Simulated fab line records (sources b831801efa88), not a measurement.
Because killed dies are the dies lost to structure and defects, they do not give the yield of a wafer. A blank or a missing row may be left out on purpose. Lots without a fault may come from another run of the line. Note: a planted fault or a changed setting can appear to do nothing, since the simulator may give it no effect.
A sampling plan put to the test | flow sky130 | 47 faults told of in these records, all on one fab line, each judged by the records of the lots it struck
The line's own looks make up the plan; these are the steps of the route where a gauge or inspection reads the wafer and leaves it unchanged. Where struck wafers have a number at a look and the file lists that look's usual mean and standard deviation on fault-free wafers, the look can be judged. Caught: 4 or more of those standard deviations (sigma) separate the usual mean from the mean of the struck wafers at a look after the fault's first step. On the tool: the test repeated on the tool's own readings taken at the fault's steps. A different recipe on the struck wafers counts as caught too, as does a record blank only for those wafers.

THE FAULTS, as the simulator had put them in
1. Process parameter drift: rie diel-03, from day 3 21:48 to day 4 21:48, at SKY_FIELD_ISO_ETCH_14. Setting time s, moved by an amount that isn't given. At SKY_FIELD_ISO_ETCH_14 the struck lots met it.
2. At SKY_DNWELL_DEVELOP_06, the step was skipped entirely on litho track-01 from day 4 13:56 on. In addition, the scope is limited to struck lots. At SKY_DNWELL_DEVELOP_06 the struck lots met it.
3. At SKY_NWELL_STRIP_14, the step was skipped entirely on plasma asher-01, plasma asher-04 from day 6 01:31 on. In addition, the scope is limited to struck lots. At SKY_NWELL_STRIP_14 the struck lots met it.
4. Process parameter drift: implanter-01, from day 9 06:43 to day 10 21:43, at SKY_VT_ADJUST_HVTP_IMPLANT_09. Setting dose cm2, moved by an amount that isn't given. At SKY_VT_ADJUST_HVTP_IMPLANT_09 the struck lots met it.
5. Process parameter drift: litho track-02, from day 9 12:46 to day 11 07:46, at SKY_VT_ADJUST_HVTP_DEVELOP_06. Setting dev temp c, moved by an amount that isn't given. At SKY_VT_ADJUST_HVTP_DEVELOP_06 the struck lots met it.
6. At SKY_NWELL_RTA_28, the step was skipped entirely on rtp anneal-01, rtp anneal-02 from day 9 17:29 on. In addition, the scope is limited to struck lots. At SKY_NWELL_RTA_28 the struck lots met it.
7. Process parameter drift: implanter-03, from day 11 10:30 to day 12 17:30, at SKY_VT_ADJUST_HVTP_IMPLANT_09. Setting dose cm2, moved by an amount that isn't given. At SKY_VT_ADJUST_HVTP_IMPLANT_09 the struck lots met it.
8. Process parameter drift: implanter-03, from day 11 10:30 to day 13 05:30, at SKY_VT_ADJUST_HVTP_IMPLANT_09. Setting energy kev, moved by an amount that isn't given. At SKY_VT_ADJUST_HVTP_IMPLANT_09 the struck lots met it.
9. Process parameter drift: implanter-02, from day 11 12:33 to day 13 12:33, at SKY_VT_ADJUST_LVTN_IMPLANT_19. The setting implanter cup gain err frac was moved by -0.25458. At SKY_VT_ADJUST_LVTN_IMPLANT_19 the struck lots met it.
10. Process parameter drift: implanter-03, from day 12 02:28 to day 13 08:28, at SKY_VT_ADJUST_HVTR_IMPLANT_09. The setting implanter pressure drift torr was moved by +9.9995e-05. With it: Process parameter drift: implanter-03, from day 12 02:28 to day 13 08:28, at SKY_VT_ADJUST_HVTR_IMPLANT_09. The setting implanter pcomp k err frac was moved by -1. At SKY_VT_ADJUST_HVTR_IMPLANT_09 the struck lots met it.
11. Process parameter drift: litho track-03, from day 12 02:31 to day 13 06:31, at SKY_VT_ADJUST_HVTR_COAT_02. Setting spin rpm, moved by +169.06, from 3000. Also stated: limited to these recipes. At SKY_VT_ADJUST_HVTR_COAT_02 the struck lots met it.
12. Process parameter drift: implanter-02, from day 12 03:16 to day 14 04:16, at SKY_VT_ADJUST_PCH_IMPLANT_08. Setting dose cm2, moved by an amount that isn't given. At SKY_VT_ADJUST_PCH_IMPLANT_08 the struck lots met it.
13. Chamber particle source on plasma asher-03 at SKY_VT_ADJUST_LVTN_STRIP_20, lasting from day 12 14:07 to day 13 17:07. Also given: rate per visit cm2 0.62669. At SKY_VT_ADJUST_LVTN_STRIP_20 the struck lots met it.
14. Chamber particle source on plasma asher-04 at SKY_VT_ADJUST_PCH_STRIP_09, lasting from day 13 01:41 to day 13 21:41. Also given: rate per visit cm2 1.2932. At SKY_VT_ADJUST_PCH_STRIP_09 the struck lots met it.
15. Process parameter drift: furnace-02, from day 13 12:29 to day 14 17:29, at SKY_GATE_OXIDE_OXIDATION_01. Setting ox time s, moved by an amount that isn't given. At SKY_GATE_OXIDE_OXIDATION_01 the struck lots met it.
16. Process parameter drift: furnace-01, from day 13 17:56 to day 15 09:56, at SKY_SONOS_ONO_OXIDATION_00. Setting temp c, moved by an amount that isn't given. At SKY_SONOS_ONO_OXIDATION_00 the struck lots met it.
17. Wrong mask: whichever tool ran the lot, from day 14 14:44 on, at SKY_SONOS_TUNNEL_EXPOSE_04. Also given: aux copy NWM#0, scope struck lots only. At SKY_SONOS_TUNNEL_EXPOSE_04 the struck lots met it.
18. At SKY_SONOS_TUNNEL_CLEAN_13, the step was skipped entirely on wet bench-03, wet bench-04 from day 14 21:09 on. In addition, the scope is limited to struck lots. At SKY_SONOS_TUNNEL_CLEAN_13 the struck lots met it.
19. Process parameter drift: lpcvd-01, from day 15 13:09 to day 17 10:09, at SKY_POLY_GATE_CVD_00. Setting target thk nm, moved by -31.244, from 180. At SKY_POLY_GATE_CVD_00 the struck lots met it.
20. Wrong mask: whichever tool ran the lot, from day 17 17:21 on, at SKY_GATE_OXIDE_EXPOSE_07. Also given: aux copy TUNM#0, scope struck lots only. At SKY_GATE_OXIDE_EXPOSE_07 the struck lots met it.
21. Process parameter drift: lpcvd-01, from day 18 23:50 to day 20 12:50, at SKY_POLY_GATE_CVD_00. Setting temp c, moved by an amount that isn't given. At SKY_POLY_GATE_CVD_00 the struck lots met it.
22. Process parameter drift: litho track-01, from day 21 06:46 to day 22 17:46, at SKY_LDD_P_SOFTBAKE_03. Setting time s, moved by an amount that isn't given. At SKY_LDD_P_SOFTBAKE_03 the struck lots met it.
23. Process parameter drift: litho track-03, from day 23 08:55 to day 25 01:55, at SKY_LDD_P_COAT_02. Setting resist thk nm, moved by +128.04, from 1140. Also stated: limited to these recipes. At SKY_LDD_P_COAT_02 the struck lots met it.
24. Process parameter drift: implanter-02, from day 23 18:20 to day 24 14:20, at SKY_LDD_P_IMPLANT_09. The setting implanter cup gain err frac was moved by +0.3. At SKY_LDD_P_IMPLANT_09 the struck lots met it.
25. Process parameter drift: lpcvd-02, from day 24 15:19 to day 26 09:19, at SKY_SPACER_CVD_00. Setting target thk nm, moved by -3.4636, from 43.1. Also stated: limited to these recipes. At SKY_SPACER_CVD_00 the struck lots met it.
26. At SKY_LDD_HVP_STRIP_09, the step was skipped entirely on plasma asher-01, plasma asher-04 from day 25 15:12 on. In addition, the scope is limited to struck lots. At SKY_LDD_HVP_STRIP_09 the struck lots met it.
27. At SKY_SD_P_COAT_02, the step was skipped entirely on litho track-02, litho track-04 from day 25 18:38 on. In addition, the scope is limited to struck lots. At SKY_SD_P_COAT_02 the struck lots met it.
28. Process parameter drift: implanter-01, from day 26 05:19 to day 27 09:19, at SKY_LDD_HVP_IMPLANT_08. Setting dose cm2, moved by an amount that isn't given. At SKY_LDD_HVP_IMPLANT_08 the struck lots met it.
29. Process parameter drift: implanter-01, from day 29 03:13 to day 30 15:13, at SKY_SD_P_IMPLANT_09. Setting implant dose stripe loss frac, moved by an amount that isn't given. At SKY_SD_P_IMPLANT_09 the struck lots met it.
30. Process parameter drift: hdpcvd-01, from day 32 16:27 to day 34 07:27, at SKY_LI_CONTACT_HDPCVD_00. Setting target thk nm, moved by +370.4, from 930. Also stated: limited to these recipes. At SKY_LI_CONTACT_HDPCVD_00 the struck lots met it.
31. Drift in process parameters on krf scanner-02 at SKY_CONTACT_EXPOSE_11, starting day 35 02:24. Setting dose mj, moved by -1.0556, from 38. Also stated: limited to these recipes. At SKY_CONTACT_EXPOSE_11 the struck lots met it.
32. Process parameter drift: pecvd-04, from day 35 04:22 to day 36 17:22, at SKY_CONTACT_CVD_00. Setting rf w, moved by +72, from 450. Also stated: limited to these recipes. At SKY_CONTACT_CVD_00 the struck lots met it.
33. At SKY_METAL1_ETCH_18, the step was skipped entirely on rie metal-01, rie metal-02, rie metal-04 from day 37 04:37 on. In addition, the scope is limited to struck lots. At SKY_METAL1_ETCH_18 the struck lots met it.
34. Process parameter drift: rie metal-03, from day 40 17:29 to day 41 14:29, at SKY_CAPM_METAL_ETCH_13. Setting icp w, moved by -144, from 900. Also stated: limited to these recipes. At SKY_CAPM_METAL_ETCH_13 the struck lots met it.
35. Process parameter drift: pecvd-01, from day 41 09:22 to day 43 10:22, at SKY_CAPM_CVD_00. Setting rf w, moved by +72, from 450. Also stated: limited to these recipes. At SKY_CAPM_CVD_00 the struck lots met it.
36. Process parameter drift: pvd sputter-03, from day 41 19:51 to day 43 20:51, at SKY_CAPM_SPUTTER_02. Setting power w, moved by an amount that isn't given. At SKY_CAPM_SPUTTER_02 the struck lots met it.
37. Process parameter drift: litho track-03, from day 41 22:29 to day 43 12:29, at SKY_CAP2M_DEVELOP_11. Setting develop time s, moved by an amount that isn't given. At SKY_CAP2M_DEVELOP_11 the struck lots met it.
38. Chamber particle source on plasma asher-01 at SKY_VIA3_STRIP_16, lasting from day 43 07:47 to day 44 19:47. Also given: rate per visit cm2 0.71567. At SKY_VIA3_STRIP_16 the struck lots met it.
39. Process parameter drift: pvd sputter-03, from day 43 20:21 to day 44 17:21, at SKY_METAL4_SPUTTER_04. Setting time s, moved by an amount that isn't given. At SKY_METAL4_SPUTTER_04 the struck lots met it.
40. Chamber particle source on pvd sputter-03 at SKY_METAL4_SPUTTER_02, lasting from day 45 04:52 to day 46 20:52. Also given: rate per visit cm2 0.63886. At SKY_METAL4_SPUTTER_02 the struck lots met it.
41. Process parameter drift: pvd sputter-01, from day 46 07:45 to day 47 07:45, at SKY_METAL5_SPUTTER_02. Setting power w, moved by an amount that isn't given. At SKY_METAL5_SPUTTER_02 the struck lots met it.
42. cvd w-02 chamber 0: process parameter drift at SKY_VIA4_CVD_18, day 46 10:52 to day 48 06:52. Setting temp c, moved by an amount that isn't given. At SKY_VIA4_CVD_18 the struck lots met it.
43. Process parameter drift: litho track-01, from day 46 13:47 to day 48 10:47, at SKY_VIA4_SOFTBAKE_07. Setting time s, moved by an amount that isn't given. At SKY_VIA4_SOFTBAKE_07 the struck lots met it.
44. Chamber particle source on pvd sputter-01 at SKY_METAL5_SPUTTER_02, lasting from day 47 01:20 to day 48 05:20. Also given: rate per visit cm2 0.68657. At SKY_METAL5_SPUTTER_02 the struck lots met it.
45. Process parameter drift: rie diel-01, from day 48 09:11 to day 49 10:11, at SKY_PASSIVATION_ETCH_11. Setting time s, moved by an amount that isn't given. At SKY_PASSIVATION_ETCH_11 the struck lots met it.
46. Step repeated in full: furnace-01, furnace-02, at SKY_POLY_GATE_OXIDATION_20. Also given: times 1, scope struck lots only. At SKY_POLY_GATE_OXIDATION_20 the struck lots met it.
47. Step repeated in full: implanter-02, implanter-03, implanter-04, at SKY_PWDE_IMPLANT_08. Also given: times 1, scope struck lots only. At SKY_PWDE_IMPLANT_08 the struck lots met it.

WHAT THE PLAN SAW
fault | on the tool itself                               | first look that catches it                      | reading, sigma                                                      | median hours from its first step to that look | hours from the fault's start to the first struck lot there | judged looks passed uncaught
1     | run length s -51 sigma                           | not the one look that can be judged after it    | -                                                                   | -                                             | -                                                          | 1
2     | the tool's record is blank for the struck wafers | SKY_DNWELL_TW_MEAS_09                           | DNWELL_TW -99 or beyond                                             | 1.0                                           | 4                                                          | 0
3     | the tool's record is blank for the struck wafers | SKY_NWELL_TW_MEAS_26                            | NWELL_2_TW -99 or beyond                                            | 20.1                                          | 23                                                         | 0
4     | dose ions cm2 -99 or beyond sigma                | SKY_VT_ADJUST_HVTP_TW_MEAS_11                   | VT_ADJUST_HVTP_TW -58                                               | 0.2                                           | 10                                                         | 0
5     | developer temp C +7.8 sigma                      | not the one look that can be judged after it    | -                                                                   | -                                             | -                                                          | 1
6     | the tool's record is blank for the struck wafers | SKY_NWELL_RS_MEAS_29                            | NWELL_RS -99 or beyond                                              | 0.1                                           | 5                                                          | 0
7     | dose ions cm2 +99 or beyond sigma                | none of the 4 looks that can be judged after it | strongest: VT_ADJUST_HVTP_TW at SKY_VT_ADJUST_HVTP_TW_MEAS_11, +3.3 | -                                             | -                                                          | 4
8     | beam energy keV +99 or beyond sigma              | no look after it can be judged                  | -                                                                   | -                                             | -                                                          | 0
9     | beam on s +16 sigma                              | SKY_VT_ADJUST_LVTN_TW_MEAS_21                   | VT_ADJUST_LVTN_2_TW +7.4                                            | 0.2                                           | 8                                                          | 0
10    | end station pressure torr +99 or beyond sigma    | SKY_VT_ADJUST_HVTR_TW_MEAS_11                   | VT_ADJUST_HVTR_TW +8.9                                              | 0.2                                           | 14                                                         | 0
11    | spin speed rpm +99 or beyond sigma               | no look after it can be judged                  | -                                                                   | -                                             | -                                                          | 0
12    | dose ions cm2 +99 or beyond sigma                | SKY_VT_ADJUST_PCH_TW_MEAS_10                    | VT_ADJUST_PCH_TW +10                                                | 0.2                                           | 10                                                         | 0
13    | under 2 sigma                                    | no look after it can be judged                  | -                                                                   | -                                             | -                                                          | 0
14    | under 2 sigma                                    | not the one look that can be judged after it    | -                                                                   | -                                             | -                                                          | 1
15    | under 2 sigma                                    | SKY_GATE_OXIDE_THK_MEAS_02                      | GATE_OXIDE_OXIDATION_00_THK +9.5                                    | 1.4                                           | 5                                                          | 0
16    | tube center temp C +99 or beyond sigma           | SKY_SONOS_ONO_THK_MEAS_01                       | SONOS_ONO_OXIDATION_THK +8.9                                        | 1.4                                           | 25                                                         | 0
17    | no reading that can be judged                    | SKY_SONOS_TUNNEL_TW_MEAS_12                     | SONOS_TUNNEL_TW -79                                                 | 13.3                                          | 20                                                         | 0
18    | no reading that can be judged                    | none of the 5 looks that can be judged after it | -                                                                   | -                                             | -                                                          | 5
19    | under 2 sigma                                    | SKY_POLY_GATE_THK_MEAS_01                       | POLY_GATE_CVD_00_THK -23                                            | 1.5                                           | 7                                                          | 0
20    | under 2 sigma                                    | SKY_GATE_OXIDE_TW_MEAS_14                       | GATE_OXIDE_TW -99 or beyond                                         | 15.1                                          | 17                                                         | 0
21    | spike tc centre C -7.8 sigma                     | SKY_POLY_GATE_THK_MEAS_01                       | POLY_GATE_CVD_00_THK -22                                            | 1.2                                           | 6                                                          | 0
22    | heater power total W +99 or beyond sigma         | not the one look that can be judged after it    | -                                                                   | -                                             | -                                                          | 1
23    | under 2 sigma                                    | none of the 3 looks that can be judged after it | strongest: cd nm at SKY_LDD_P_CD_MEAS_07, -3.9                      | -                                             | -                                                          | 3
24    | faraday current uA +13 sigma                     | SKY_LDD_P_TW_MEAS_11                            | LDD_P_TW -7.4                                                       | 0.2                                           | 2                                                          | 0
25    | under 2 sigma                                    | SKY_SPACER_THK_MEAS_01                          | SPACER_CVD_00_THK -8.5                                              | 1.2                                           | 6                                                          | 0
26    | the tool's record is blank for the struck wafers | SKY_LDD_LDN_TW_MEAS_13                          | LDD_LDN_TW -69                                                      | 29.6                                          | 30                                                         | 0
27    | the tool's record is blank for the struck wafers | SKY_RES_XHIGH_TW_MEAS_09                        | RES_XHIGH_TW +81                                                    | 43.9                                          | 49                                                         | 0
28    | dose ions cm2 -99 or beyond sigma                | no look after it can be judged                  | -                                                                   | -                                             | -                                                          | 0
29    | under 2 sigma                                    | not the one look that can be judged after it    | strongest: SD_P_RS at SKY_SD_N_RS_MEAS_17, +2.2                     | -                                             | -                                                          | 1
30    | no reading that can be judged                    | SKY_LI_CONTACT_THK_MEAS_01                      | LI_CONTACT_HDPCVD_THK +43                                           | 0.1                                           | 8                                                          | 0
31    | exposure dose mJ cm2 -7.0 sigma                  | not the one look that can be judged after it    | strongest: cd nm at SKY_CONTACT_CD_MEAS_14, -3.0                    | -                                             | -                                                          | 1
32    | rf fwd power W +39 sigma                         | not the one look that can be judged after it    | strongest: CONTACT_CVD_00_THK at SKY_CONTACT_THK_MEAS_01, +3.5      | -                                             | -                                                          | 1
33    | the tool's record is blank for the struck wafers | no look after it can be judged                  | -                                                                   | -                                             | -                                                          | 0
34    | rf fwd power W -42 sigma                         | no look after it can be judged                  | -                                                                   | -                                             | -                                                          | 0
35    | rf fwd power W +34 sigma                         | none of the 6 looks that can be judged after it | strongest: CAPM_CVD_00_THK at SKY_CAPM_THK_MEAS_01, +2.5            | -                                             | -                                                          | 6
36    | cathode dc power W -99 or beyond sigma           | SKY_CAPM_RS_MEAS_03                             | CAPM_TIN_RS +9.1                                                    | 0.1                                           | 9                                                          | 0
37    | no reading that can be judged                    | not the one look that can be judged after it    | -                                                                   | -                                             | -                                                          | 1
38    | under 2 sigma                                    | no look after it can be judged                  | -                                                                   | -                                             | -                                                          | 0
39    | under 2 sigma                                    | no look after it can be judged                  | -                                                                   | -                                             | -                                                          | 0
40    | under 2 sigma                                    | no look after it can be judged                  | -                                                                   | -                                             | -                                                          | 0
41    | cathode dc power W -99 or beyond sigma           | SKY_METAL5_RS_MEAS_05                           | METAL5_ALCU_RS +4.3                                                 | 0.1                                           | 5                                                          | 0
42    | susceptor temp C -63 sigma                       | SKY_VIA4_RS_MEAS_19                             | VIA4_W_RS +16                                                       | 0.2                                           | 1                                                          | 0
43    | run length s +99 or beyond sigma                 | no look after it can be judged                  | -                                                                   | -                                             | -                                                          | 0
44    | under 2 sigma                                    | no look after it can be judged                  | -                                                                   | -                                             | -                                                          | 0
45    | run length s +36 sigma                           | no look after it can be judged                  | -                                                                   | -                                             | -                                                          | 0
46    | under 2 sigma                                    | SKY_POLY_GATE_THK_MEAS_21                       | POLY_GATE_OXIDATION_THK +42                                         | 2.7                                           | -                                                          | 0
47    | under 2 sigma                                    | SKY_PWDE_TW_MEAS_10                             | PWDE_TW +42                                                         | 0.6                                           | -                                                          | 0
A dash: the fault isn't caught, or these records don't give the number.

Caught at a look: 23 of 47. Caught on the tool: 29 of 47. By one or the other: 37 of 47.
Faults caught by the tool alone: 1, 5, 7, 8, 11, 22, 28, 31, 32, 33, 34, 35, 43, 45.
Caught at a look alone: faults 15, 17, 19, 20, 25, 30, 46, 47.
Caught by neither: faults 13, 14, 18, 23, 29, 37, 38, 39, 40, 44.

THINNER SAMPLING
If the look that catches a fault measured only every second or every third lot, by lot number, the first struck lot would be measured this late in the worst case:
fault | struck lots at that look, in order of time | every lot | every second lot | every third lot
2     | L814, L815                                 | 4 h       | 23 h             | may miss all 2
3     | L271, L272, L274                           | 23 h      | 44 h             | may miss all 3
4     | L204, L205                                 | 10 h      | 16 h             | may miss all 2
6     | L904, L905                                 | 5 h       | 12 h             | may miss all 2
9     | L840, L844                                 | 8 h       | may miss all 2   | may miss all 2
10    | L560, L559, L562                           | 14 h      | 15 h             | may miss all 3
12    | L261, L263                                 | 10 h      | may miss all 2   | may miss all 2
15    | L885, L886                                 | 5 h       | 15 h             | may miss all 2
16    | L180, L181, L182                           | 25 h      | 30 h             | 30 h
17    | L993                                       | 20 h      | may miss it      | may miss it
19    | L475, L476                                 | 7 h       | 19 h             | may miss all 2
20    | L688                                       | 17 h      | may miss it      | may miss it
21    | L648, L649, L650                           | 6 h       | 13 h             | 21 h
24    | L205, L207                                 | 2 h       | may miss all 2   | may miss all 2
25    | L934, L935                                 | 6 h       | 20 h             | may miss all 2
26    | L528, L530, L531                           | 30 h      | 44 h             | may miss all 3
27    | L638, L639, L640                           | 49 h      | 57 h             | 67 h
30    | L529, L530, L532                           | 8 h       | 15 h             | may miss all 3
36    | L544, L545                                 | 9 h       | 10 h             | may miss all 2
41    | L938, L939                                 | 5 h       | 14 h             | may miss all 2
42    | L726, L733                                 | 1 h       | 40 h             | may miss all 2
Hours: fault start to first struck lot measured. The limit of 4 sigma was tested on all struck wafers together, so one lot alone may lie under it. Other struck lots may not be in these records.

THE LONGEST TIMED WAY FROM STEP TO LOOK
Fault 27: the median time between SKY_SD_P_COAT_02 and SKY_RES_XHIGH_TW_MEAS_09 is 43.9 hours. No look between them can be judged.
